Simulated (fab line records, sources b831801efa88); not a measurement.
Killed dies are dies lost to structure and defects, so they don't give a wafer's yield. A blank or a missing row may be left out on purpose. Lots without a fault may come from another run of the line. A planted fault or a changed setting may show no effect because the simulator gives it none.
Which tool did it? | flow sky130 | 15 lots, 45 wafers sampled, at 4 steps of a route of 708

WHAT THE GAUGES READ, wafer by wafer
SKY_VIA2_THK_MEAS_23: measures by xrf.
lot  | measured     | on            | VIA2_W_THK (nm)
L294 | day 37 05:43 | film_metro-02 | 410 407 413
L295 | day 37 09:01 | film_metro-02 | 411 419 409
L296 | day 37 12:35 | film_metro-04 | 416 421 419
L297 | day 38 01:07 | film_metro-01 | 441 437 437
L298 | day 38 04:10 | film_metro-04 | 417 422 419
L299 | day 38 12:09 | film_metro-01 | 433 437 428
L300 | day 38 23:28 | film_metro-04 | 422 425 421
L301 | day 39 02:19 | film_metro-02 | 428 427 421
L302 | day 39 22:39 | film_metro-02 | 423 428 420
L303 | day 39 23:50 | film_metro-04 | 428 417 422
L304 | day 40 06:28 | film_metro-02 | 418 415 420
L305 | day 40 10:58 | film_metro-02 | 417 418 414
L314 | day 42 17:01 | film_metro-01 | 441 444 448
L315 | day 43 17:40 | film_metro-04 | 426 422 426
L316 | day 43 12:38 | film_metro-01 | 440 440 436

SKY_VIA3_THK_MEAS_23: measures by xrf.
lot  | measured     | on            | VIA3_W_THK (nm)
L294 | day 40 12:59 | film_metro-01 | 400 395 396
L295 | day 40 15:23 | film_metro-04 | 394 385 394
L296 | day 40 19:32 | film_metro-03 | 394 392 395
L297 | day 41 07:04 | film_metro-04 | 385 385 384
L298 | day 41 10:24 | film_metro-04 | 389 387 387
L299 | day 41 16:52 | film_metro-01 | 397 403 399
L300 | day 42 05:10 | film_metro-04 | 399 390 396
L301 | day 42 07:40 | film_metro-01 | 397 402 394
L302 | day 43 02:13 | film_metro-03 | 392 392 396
L303 | day 43 03:19 | film_metro-01 | 395 401 405
L304 | day 43 09:14 | film_metro-01 | 399 402 396
L305 | day 43 13:41 | film_metro-03 | 403 405 405
L314 | day 45 18:14 | film_metro-01 | 411 411 411
L315 | day 46 16:20 | film_metro-01 | 408 408 404
L316 | day 46 11:20 | film_metro-01 | 403 402 406

SKY_METAL5_THK_MEAS_06: measures by xrf.
lot  | measured     | on            | METAL5_ALCU_THK (nm)
L294 | day 43 16:53 | film_metro-03 | 1180 1173 1181
L295 | day 43 19:15 | film_metro-03 | 1186 1190 1190
L296 | day 43 22:14 | film_metro-02 | 1154 1155 1172
L297 | day 44 12:16 | film_metro-03 | 1206 1200 1191
L298 | day 44 13:46 | film_metro-02 | 1174 1174 1176
L299 | day 44 19:19 | film_metro-02 | 1174 1177 1167
L300 | day 45 05:37 | film_metro-03 | 1213 1217 1220
L301 | day 45 11:20 | film_metro-03 | 1194 1181 1192
L302 | day 46 01:12 | film_metro-02 | 1174 1170 1162
L303 | day 46 02:46 | film_metro-02 | 1163 1155 1162
L304 | day 46 07:28 | film_metro-02 | 1167 1167 1160
L305 | day 46 12:34 | film_metro-03 | 1179 1182 1167
L314 | day 48 11:58 | film_metro-02 | 1172 1161 1157
L315 | day 49 07:31 | film_metro-04 | 1156 1154 1166
L316 | day 49 04:26 | film_metro-02 | 1163 1148 1167

WHICH TOOL RAN EACH LOT (tool, then ch and the chambers of the sampled wafers, then the start)
lot  | SKY_SONOS_ONO_CVD_02
L294 | lpcvd-02 ch 1, day 12 01:39
L295 | lpcvd-02 ch 0, day 12 05:55
L296 | lpcvd-02 ch 0, day 12 11:12
L297 | lpcvd-02 ch 0, day 13 04:05
L298 | lpcvd-02 ch 1, day 13 07:16
L299 | lpcvd-02 ch 1, day 13 13:58
L300 | lpcvd-02 ch 0, day 13 21:13
L301 | lpcvd-02 ch 1, day 14 03:38
L302 | lpcvd-02 ch 1, day 15 02:28
L303 | lpcvd-02 ch 0, day 15 02:28
L304 | lpcvd-02 ch 0, day 15 09:04
L305 | lpcvd-02 ch 1, day 15 18:01
L314 | lpcvd-02 ch 1, day 18 11:25
L315 | lpcvd-02 ch 0, day 19 13:25
L316 | lpcvd-02 ch 1, day 19 15:07
- SKY_SONOS_ONO_CVD_02: deposits Si3N4 from DCS/NH3, target thk 10.5 nm, time 180 s.

WHAT THE TOOLS THEMSELVES READ (means of the sampled wafers that have a number; where no wafer has one, the mark that the record gives instead)
SKY_SONOS_ONO_CVD_02.
lot  | tool     | spike_tc_lower_C (C)
L294 | lpcvd-02 | 769.5
L295 | lpcvd-02 | 771.1
L296 | lpcvd-02 | 771.9
L297 | lpcvd-02 | 770.1
L298 | lpcvd-02 | 769.7
L299 | lpcvd-02 | 770.2
L300 | lpcvd-02 | 772.4
L301 | lpcvd-02 | 770.0
L302 | lpcvd-02 | 769.6
L303 | lpcvd-02 | 771.7
L304 | lpcvd-02 | 771.7
L305 | lpcvd-02 | 768.8
L314 | lpcvd-02 | 769.4
L315 | lpcvd-02 | 772.0
L316 | lpcvd-02 | 769.4

THE ANSWER, worked out from the rows above alone
Rule: what is usual is taken from the lots themselves. Put in order of their means at a reading, lots are off if they are a third of the lots or fewer, leave a main group of 4 or more, and stand apart from it by a gap of 3 or more times the standard deviation of the main group's means; of several such gaps the widest counts. A main group whose means are all the same, to the digits that the tables above print for the reading, isn't used. A lot without any number at a reading at which 4 lots or more have one is off too. The other lots that the step has rows for count as sound. The gauges are gone through in route order, then the tools' own readings, and for those a lot's mean is taken as printed above. The first step at which some lot is off is used, and at that step the reading that is off furthest; a lot without a number counts as furthest.
No lot is off at any reading shown: from this, nothing can be told.

WHAT THE SIMULATOR HAD PUT IN
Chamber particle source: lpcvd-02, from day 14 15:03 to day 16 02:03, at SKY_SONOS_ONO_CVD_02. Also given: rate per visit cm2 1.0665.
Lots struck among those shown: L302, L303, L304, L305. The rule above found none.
